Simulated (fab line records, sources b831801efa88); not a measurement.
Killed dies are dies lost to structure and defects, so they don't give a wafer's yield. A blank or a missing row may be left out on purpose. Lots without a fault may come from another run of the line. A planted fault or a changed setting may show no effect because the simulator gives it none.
Problem report in the 8D (eight disciplines) form, filled by code | flow sky130 | the parts of the form that need people (team, actions taken, sign-off) are left out

1. THE PROBLEM
overpolish_run_s at SKY_VIA4_CMP_21 reads a mean of 26.583 s on 9 wafers of 3 lots; wafers without a fault read 25.000 s with a standard deviation of 0.0085. That is +99 or more standard deviations from the usual mean.
The step: polishes, stops on SiO2, t overpolish 25 s, target thk 0 nm.
First seen on wafer L613.4, day 45 06:23, on cmp-02. The record holds 36 wafers of 12 lots with a number at this step. Rule for "out", or "out of limits": more than 4 standard deviations from the usual mean. The other wafers with a number count as sound.

2. WHAT IT IS AND WHAT IT IS NOT
question                    | is                     | is not
which readings at this step | overpolish_run_s       | head_pressure_psi
which lots                  | L613, L614, L615       | L607, L609, L610, L617, L619, L623, L624, L625, L626
which wafers of those lots  | all that have a number | -
read on which tools         | cmp-02                 | cmp-01
when                        | from day 45 06:23      | up to then (9 sound wafers); but 18 sound wafers of L617, L619, L623, L624, L625, L626 came after

3. SUSPECTS, AND WHAT RULES EACH OUT
Counting: a tool at a process step up to the reading stays a suspect if it ran every lot that is out and no sound lot after the first of them.
- cmp-02 at SKY_VIA4_CMP_21 (polishes, stops on SiO2, t overpolish 25 s, target thk 0 nm): ruled out as a lasting fault. Sound lots L623, L625 ran on it after its first lot that is out, L613 (day 45 06:23).
Left after counting: nothing in the record.

4. THE CAUSE (what the simulator had put in)
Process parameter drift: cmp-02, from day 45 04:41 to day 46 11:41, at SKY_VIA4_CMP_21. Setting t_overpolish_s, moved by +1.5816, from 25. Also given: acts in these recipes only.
Counting ruled it out, wrongly.

5. THE CHAIN OF EFFECTS, in route order
Each row: a reading whose mean over the struck wafers that have a number lies more than 3 standard deviations from the usual. Only readings for which the record gives a usual standard deviation are gone through. hours: the time from each lot's start at the first step in this table that gives one to its start at this step, as a median over the lots. sigmas: the change in usual standard deviations.
hours | step            | reading          | usual    | on struck wafers | change | sigmas
0     | SKY_VIA4_CMP_21 | overpolish_run_s | 25.000 s | 26.583           | +1.583 | +99 or more
The process steps in it:
- SKY_VIA4_CMP_21: polishes, stops on SiO2, t overpolish 25 s, target thk 0 nm.

6. WHAT WOULD HAVE CAUGHT IT SOONER
In this record the first reading out of limits was taken at day 45 06:23, 2 hours after the fault began at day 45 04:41.
